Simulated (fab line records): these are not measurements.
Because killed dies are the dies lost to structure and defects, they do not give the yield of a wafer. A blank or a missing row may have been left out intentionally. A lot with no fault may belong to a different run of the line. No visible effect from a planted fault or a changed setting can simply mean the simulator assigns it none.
fab line records	flow gf180mcu
[record] lots = 11	wafers = 33	last_day = 34
route steps=602 shown M1@318 V1@336
lots that met no fault: taken from a fault-free run of the same line
start_h: hours from the record's opening day to when the first of the lot's shown wafers began	wait_h: time in hours since the lot's previous step	" as in the row above	L1.1+2: several wafers, shown together as one row	- no value, or no start was given	* or withheld: withheld	< > ~ a bound
route shown NAME@n: NAME is a module with steps in the file, n the number in the route of the first one	usual: mean/standard deviation taken from wafers without a fault	same: alike in all rows	chamber/n: place in a boat	sites: the reading at each site	_std_site: standard deviation across them	_edge_site: inner sites' mean taken away from outer sites' mean	radius_mm: how far each site lies from the wafer's centre	mask NAME#n: copy n	behind: the last tool/chamber to shape the wafer	hold: reason for holding the lot/hours on hold/outcome of the hold	device: transistor that didn't switch, given as n, p or np	end of line: tests run on the same wafers once the route is complete	step lacking rows: just its recipe	killed: dies that structure and defects cost at the first sort, which is not the same as the wafer's yield	map: per-die view of a wafer (x killed, . not killed, _ where there is no die)
set.NAME: the setting that was run; set.NAME@STEP: the one run at that earlier step	model.NAME: the simulator's own value behind a step, which no gauge read
a sample of lots followed through the steps of the route, with each step as a table and each wafer as a row
services: a tool's chamber out of use, with start hour (start_h, from the record's first day; less than 0 if before it), hours out, and reason
[[steps]]
[step GF_M1_SPUTTER_03]
[recipe] material = Ti	target_thk_nm = 10	substrate_temp_c = 300	chamber_pressure_pa = 0.3	power_w = 3000	time_s = 6.7
[usual] throttle_valve_pct = 29.8/1.2
lot.wafer	tool	chamber	start_h	wait_h	throttle_valve_pct
L159.4	pvd_sputter-03	-	361.24	0.0	28.7
L159.5	"	-	"	"	30.5
L159.6	"	-	"	"	28.4
L170.1	pvd_sputter-01	-	460.86	0.0	28.7
L170.2	"	-	"	"	29.3
L170.6	"	-	"	"	29.3
L171.1	pvd_sputter-02	-	465.11	0.0	31.0
L171.3	"	-	"	"	29.0
L171.4	"	-	"	"	32.0
L175.3	pvd_sputter-01	-	509.10	0.0	30.6
L175.5	"	-	"	"	29.1
L175.6	"	-	"	"	30.5
L177.1	pvd_sputter-03	-	539.35	0.0	28.6
L177.5	"	-	"	"	30.3
L177.6	"	-	"	"	31.3
L176.2	pvd_sputter-03	-	540.12	0.0	30.4
L176.4	"	-	"	"	28.5
L176.6	"	-	"	"	28.7
L178.1	pvd_sputter-02	-	541.12	0.0	29.9
L178.2	"	-	"	"	31.1
L178.3	"	-	"	"	28.7
L179.2	pvd_sputter-02	-	543.56	0.0	31.2
L179.4	"	-	"	"	32.4
L179.5	"	-	"	"	31.9
L180.2	pvd_sputter-01	-	545.09	0.0	29.0
L180.4	"	-	"	"	28.5
L180.5	"	-	"	"	29.7
L181.1	pvd_sputter-01	-	546.29	0.0	29.1
L181.5	"	-	"	"	30.8
L181.6	"	-	"	"	29.2
L182.1	pvd_sputter-02	-	566.42	0.0	28.9
L182.2	"	-	"	"	32.2
L182.4	"	-	"	"	30.0
[step GF_V1_THK_MEAS_01]
[recipe] reads = SiO2_of_V1_CVD_00
[usual] V1_CVD_00_THK = 600/5.4
lot.wafer	tool	chamber	start_h	wait_h	V1_CVD_00_THK[nm]
L159.4	film_metro-02	-	384.67	0.0	600
L159.5	"	-	"	"	599
L159.6	"	-	"	"	594
L170.1	film_metro-04	-	485.49	0.0	597
L170.2	"	-	"	"	602
L170.6	"	-	"	"	592
L171.1	film_metro-02	-	490.30	0.0	598
L171.3	"	-	"	"	602
L171.4	"	-	"	"	604
L175.3	film_metro-02	-	540.94	0.1	603
L175.5	"	-	"	"	605
L175.6	"	-	"	"	603
L177.1	film_metro-02	-	558.64	0.0	599
L177.5	"	-	"	"	595
L177.6	"	-	"	"	595
L176.2	film_metro-02	-	560.55	0.0	603
L176.4	"	-	"	"	596
L176.6	"	-	"	"	600
L178.1	film_metro-01	-	562.57	0.0	604
L178.2	"	-	"	"	603
L178.3	"	-	"	"	608
L179.2	film_metro-02	-	565.00	0.0	594
L179.4	"	-	"	"	587
L179.5	"	-	"	"	596
L180.2	film_metro-01	-	567.94	0.0	596
L180.4	"	-	"	"	597
L180.5	"	-	"	"	589
L181.1	film_metro-02	-	569.29	0.0	598
L181.5	"	-	"	"	598
L181.6	"	-	"	"	602
L182.1	film_metro-02	-	589.44	0.0	597
L182.2	"	-	"	"	605
L182.4	"	-	"	"	601
[step GF_V1_ETCH_16]
[recipe] chemistry = N2/H2	target_depth_a = withheld	overetch_a = withheld	time_s = withheld	target = BARC	ion_energy_ev = 200	source_w = 500	bias_w = 100	pressure_mtorr = 30	n2_flow_sccm = 100	h2_flow_sccm = 200
[usual] drypump_motor_current_A = 5.69/0.3	oes_product_au = 0.853/0.0049	throttle_valve_pct = 13.224/0.0094
lot.wafer	tool	chamber	start_h	wait_h	drypump_motor_current_A	oes_product_au	throttle_valve_pct
L159.4	rie_diel-02	2	408.16	0.0	5.91	0.864	13.229
L159.5	"	3	"	"	5.59	0.851	13.234
L159.6	"	2	"	"	5.87	0.848	13.211
L170.1	rie_diel-03	2	509.13	0.0	5.20	0.857	13.224
L170.2	"	1	"	"	6.13	0.858	13.227
L170.6	"	2	"	"	5.20	0.856	13.209
L171.1	rie_diel-03	3	514.82	0.0	5.93	0.845	13.235
L171.3	"	0	"	"	5.96	0.853	13.224
L171.4	"	1	"	"	6.10	0.858	13.240
L175.3	rie_diel-03	3	561.38	0.0	5.88	0.854	13.230
L175.5	"	3	"	"	5.88	0.853	13.232
L175.6	"	2	"	"	5.19	0.859	13.226
L177.1	rie_diel-01	2	580.82	0.0	5.17	0.851	13.225
L177.5	"	1	"	"	5.96	0.857	13.214
L177.6	"	0	"	"	5.72	0.850	13.235
L176.2	rie_diel-01	0	582.62	0.0	5.71	0.852	13.232
L176.4	"	1	"	"	5.97	0.865	13.217
L176.6	"	2	"	"	5.21	0.847	13.214
L178.1	rie_diel-01	2	584.81	0.0	5.19	0.857	13.235
L178.2	"	3	"	"	5.67	0.847	13.213
L178.3	"	1	"	"	5.97	0.852	13.223
L179.2	rie_diel-02	3	587.05	0.0	5.60	0.853	13.219
L179.4	"	1	"	"	5.50	0.858	13.224
L179.5	"	2	"	"	5.89	0.850	13.227
L180.2	rie_diel-01	2	590.26	0.0	5.19	0.855	13.233
L180.4	"	1	"	"	5.98	0.851	13.215
L180.5	"	1	"	"	5.99	0.850	13.222
L181.1	rie_diel-03	0	591.42	0.0	5.92	0.857	13.221
L181.5	"	1	"	"	6.12	0.854	13.223
L181.6	"	2	"	"	5.19	0.854	13.215
L182.1	rie_diel-02	1	610.50	0.0	5.44	0.856	13.211
L182.2	"	2	"	"	5.83	0.850	13.231
L182.4	"	0	"	"	5.84	0.862	13.213
[step GF_V1_CVD_23]
[recipe] material = W	target_thk_nm = 350	time_s = 105.05	temp_c = 400	pressure_torr = 40
[usual] heater_power_w = 869/31
lot.wafer	tool	chamber	start_h	wait_h	heater_power_w
L159.4	cvd_w-02	0	408.96	0.1	861
L159.5	"	1	"	"	926
L159.6	"	0	"	"	866
L170.1	cvd_w-01	1	510.02	0.0	860
L170.2	"	1	"	"	851
L170.6	"	1	"	"	883
L171.1	cvd_w-02	1	515.92	0.0	894
L171.3	"	1	"	"	929
L171.4	"	0	"	"	877
L175.3	cvd_w-01	0	562.27	0.1	827
L175.5	"	0	"	"	831
L175.6	"	1	"	"	873
L177.1	cvd_w-01	0	581.58	0.0	827
L177.5	"	0	"	"	836
L177.6	"	1	"	"	879
L176.2	cvd_w-01	0	583.40	0.0	837
L176.4	"	1	"	"	864
L176.6	"	0	"	"	841
L178.1	cvd_w-01	0	585.57	0.0	842
L178.2	"	1	"	"	878
L178.3	"	1	"	"	847
L179.2	cvd_w-02	1	587.87	0.0	898
L179.4	"	1	"	"	897
L179.5	"	1	"	"	929
L180.2	cvd_w-01	1	591.03	0.0	878
L180.4	"	0	"	"	825
L180.5	"	0	"	"	835
L181.1	cvd_w-01	0	592.18	0.0	827
L181.5	"	1	"	"	868
L181.6	"	0	"	"	845
L182.1	cvd_w-02	0	611.27	0.0	889
L182.2	"	1	"	"	937
L182.4	"	1	"	"	910
[step GF_V1_RS_MEAS_24]
[recipe] thk_meas_gauge = four-point-probe	reads = W_of_V1_CVD_23+TiN_of_V1_SPUTTER_22+Ti_of_V1_SPUTTER_21
[usual] V1_W_RS = 0.3280/0.0029
lot.wafer	tool	chamber	start_h	wait_h	V1_W_RS[ohm/sq]
L159.4	film_metro-01	-	409.09	0.1	0.3281
L159.5	"	-	"	"	0.3331
L159.6	"	-	"	"	0.3288
L170.1	film_metro-04	-	510.24	0.2	0.3305
L170.2	"	-	"	"	0.3477
L170.6	"	-	"	"	0.3288
L171.1	film_metro-01	-	516.03	0.1	0.3294
L171.3	"	-	"	"	0.3258
L171.4	"	-	"	"	0.3243
L175.3	film_metro-02	-	562.38	0.1	0.3229
L175.5	"	-	"	"	0.3279
L175.6	"	-	"	"	0.3272
L177.1	film_metro-02	-	581.69	0.1	0.3314
L177.5	"	-	"	"	0.3315
L177.6	"	-	"	"	0.3287
L176.2	film_metro-02	-	583.53	0.1	0.3262
L176.4	"	-	"	"	0.3307
L176.6	"	-	"	"	0.3291
L178.1	film_metro-02	-	585.69	0.1	0.3312
L178.2	"	-	"	"	0.3329
L178.3	"	-	"	"	0.3296
L179.2	film_metro-02	-	588.00	0.1	0.3270
L179.4	"	-	"	"	0.3261
L179.5	"	-	"	"	0.3278
L180.2	film_metro-01	-	591.16	0.1	0.3307
L180.4	"	-	"	"	0.3293
L180.5	"	-	"	"	0.3327
L181.1	film_metro-01	-	592.29	0.1	0.3276
L181.5	"	-	"	"	0.3270
L181.6	"	-	"	"	0.3265
L182.1	film_metro-01	-	611.38	0.1	0.3279
L182.2	"	-	"	"	0.3286
L182.4	"	-	"	"	0.3318
[step GF_V1_THK_MEAS_25]
[recipe] thk_meas_gauge = xrf	reads = W_of_V1_CVD_23
[usual] V1_W_THK = 345/3.6
lot.wafer	tool	chamber	start_h	wait_h	V1_W_THK[nm]
L159.4	film_metro-01	-	409.18	0.1	340
L159.5	"	-	"	"	338
L159.6	"	-	"	"	343
L170.1	film_metro-04	-	510.36	0.1	345
L170.2	"	-	"	"	327
L170.6	"	-	"	"	346
L171.1	film_metro-01	-	516.15	0.1	343
L171.3	"	-	"	"	344
L171.4	"	-	"	"	349
L175.3	film_metro-02	-	562.48	0.1	350
L175.5	"	-	"	"	346
L175.6	"	-	"	"	345
L177.1	film_metro-02	-	581.81	0.1	341
L177.5	"	-	"	"	341
L177.6	"	-	"	"	342
L176.2	film_metro-02	-	583.64	0.1	345
L176.4	"	-	"	"	341
L176.6	"	-	"	"	343
L178.1	film_metro-02	-	585.81	0.1	342
L178.2	"	-	"	"	340
L178.3	"	-	"	"	343
L179.2	film_metro-02	-	588.11	0.1	347
L179.4	"	-	"	"	347
L179.5	"	-	"	"	344
L180.2	film_metro-01	-	591.27	0.1	342
L180.4	"	-	"	"	346
L180.5	"	-	"	"	341
L181.1	film_metro-01	-	592.41	0.1	349
L181.5	"	-	"	"	346
L181.6	"	-	"	"	347
L182.1	film_metro-01	-	611.50	0.1	342
L182.2	"	-	"	"	343
L182.4	"	-	"	"	340
[[services]]
tool	chamber	start_h	hours	kind
pvd_sputter-01	-	337.88	2.5	repair
rie_diel-01	-	344.43	2.8	pm
cvd_w-01	0	350.97	4.5	repair
cvd_w-02	1	370.82	11.9	repair
cvd_w-01	-	390.00	14.0	pm
cvd_w-02	-	399.48	0.5	repair
pvd_sputter-02	-	429.28	6.2	repair
rie_diel-02	-	442.60	0.5	repair
rie_diel-03	1	443.15	14.9	repair
pvd_sputter-02	-	455.66	4.7	repair
rie_diel-01	0	456.18	5.5	repair
cvd_w-01	-	482.39	14.6	pm
rie_diel-02	1	497.25	5.0	repair
cvd_w-01	0	501.08	9.1	repair
rie_diel-02	0	504.20	6.3	repair
cvd_w-01	-	511.12	1.4	repair
pvd_sputter-03	-	537.34	0.5	repair
rie_diel-01	-	550.89	0.1	repair
rie_diel-01	3	552.48	9.0	repair
rie_diel-01	0	553.39	1.3	repair
cvd_w-02	-	557.02	1.0	repair
cvd_w-02	-	558.93	6.9	pm
rie_diel-03	-	587.27	2.8	pm
cvd_w-02	-	592.60	14.6	pm
[[key]]
[first_sign] step = GF_V1_RS_MEAS_24	reading = V1_W_RS	direction = up	sigmas = 6.9	usual = 0.3280	struck = 0.3477
[effect] step = GF_V1_THK_MEAS_25	reading = V1_W_THK	direction = down	sigmas = 5.1	usual = 345	struck = 327
met_at GF_V1_CVD_23
struck_lots L170
struck_wafers L170.2
not_acting_at GF_M1_SPUTTER_03,GF_V1_THK_MEAS_01,GF_V1_ETCH_16
[fault] kind = process_parameter_drift	tool = cvd_w-01	chamber = -	onset_h = 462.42	steps = GF_V1_CVD_23	channel = target_thk_nm	offset = -16.698	shape = step	end_h = 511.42	scope = struck_wafers_only	acts_in = these_recipes_only	stated = 350
